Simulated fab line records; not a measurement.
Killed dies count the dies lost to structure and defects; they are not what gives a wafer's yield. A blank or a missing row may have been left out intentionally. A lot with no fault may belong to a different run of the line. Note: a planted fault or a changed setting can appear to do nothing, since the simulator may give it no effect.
The same fault as seen by 2 desks + flow gf180mcu + numbers are kept per desk, each desk with only its own; the story behind them comes last

== THE TOOL OWNER'S DESK: rtp anneal-02 ==
At GF_PSD_RTA_13 (time 20 s), the tool's own readings, given per lot that ran on this tool as the mean of the sampled wafers with a number. The brackets show how far a lot's mean lies from the usual mean; more than 4 standard deviations puts the lot out of limits, marked OUT.
Columns: A = lamp power pct at GF_PSD_RTA_13, usual 31.8 %; B = wafer_temp_C_max at GF_PSD_RTA_13, usual 1029.8
| lot  | first seen here | A    | B                 |
|------|-----------------|------|-------------------|
| L936 | day 14 04:34    | 29.1 | 1028.1            |
| L943 | day 16 16:23    | 29.8 | 1038.4 (+7.1) OUT |
| L945 | day 17 14:23    | 29.8 | 1038.8 (+7.5) OUT |
| L955 | day 20 20:53    | 29.1 | 1029.9            |
| L956 | day 21 05:13    | 29.1 | 1029.3            |
| L957 | day 21 13:38    | 29.1 | 1029.7            |
| L959 | day 22 08:26    | 29.1 | 1029.1            |
This desk's verdict: out of limits on L943, L945, starting with L943 at day 16 16:23 (wafer_temp_C_max at GF_PSD_RTA_13). L936, L955, L956, L957, L959: within limits.

== METROLOGY DESK ==
Lot by lot, what the gauges showed, no matter which tool ran the lot: averages of those sampled wafers that carry a number. The brackets show how far a lot's mean lies from the usual mean; more than 4 standard deviations puts the lot out of limits, marked OUT.
Columns: A = NSD_RS at GF_PSD_RS_MEAS_14, usual 46.15 ohm/sq; B = PSD_RS at GF_PSD_RS_MEAS_15, usual 108.61 ohm/sq; C = cd nm at GF_V3_CD_MEAS_14, usual 260.1 nm; D = V4_W_THK at GF_V4_THK_MEAS_25, usual 339 nm
| lot  | first seen here | A               | B                | C     | D   |
|------|-----------------|-----------------|------------------|-------|-----|
| L936 | day 14 04:39    | 46.12           | 108.58           | 259.2 | 332 |
| L943 | day 16 16:29    | 44.87 (-16) OUT | 104.13 (-17) OUT | 258.9 | 339 |
| L945 | day 17 14:28    | 44.90 (-16) OUT | 104.27 (-16) OUT | 262.6 | 337 |
| L949 | day 18 22:22    | 46.14           | 108.79           | 259.8 | 343 |
| L950 | day 19 08:01    | 46.14           | 108.66           | 260.5 | 338 |
| L953 | day 20 06:39    | 46.19           | 108.64           | 261.8 | 341 |
| L954 | day 20 15:25    | 46.09           | 108.61           | 260.9 | 338 |
| L955 | day 20 20:58    | 46.18           | 108.37           | 261.7 | 341 |
| L956 | day 21 05:19    | 46.09           | 108.42           | 258.1 | 340 |
| L957 | day 21 13:43    | 46.18           | 108.45           | 258.7 | 335 |
| L958 | day 21 21:50    | 46.07           | 108.36           | 259.5 | 336 |
| L959 | day 22 08:31    | 46.15           | 108.43           | 259.5 | 336 |
This desk finds L943, L945 out of limits, with the earliest case on L943 at day 16 16:29 (NSD_RS at GF_PSD_RS_MEAS_14). L936, L949, L950, L953, L954, L955, L956, L957, L958, L959: within limits.

== BROUGHT TOGETHER ==
At day 16 16:23, on L943, L945, the tool owner's desk was in a position to raise an alarm.
The metrology desk could have raised an alarm at day 16 16:29, on L943, L945.
On rtp anneal-02, each named lot ran GF_PSD_RTA_13.

== WHAT WAS PUT IN BY THE SIMULATOR ==
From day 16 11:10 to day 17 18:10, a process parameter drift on rtp anneal-02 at GF_PSD_RTA_13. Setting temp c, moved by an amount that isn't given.
Struck lots among those shown: L943, L945.
Counting hours from when the fault started, the first reading out of limits came at 5 for the tool owner's desk and at 5 for the metrology desk.
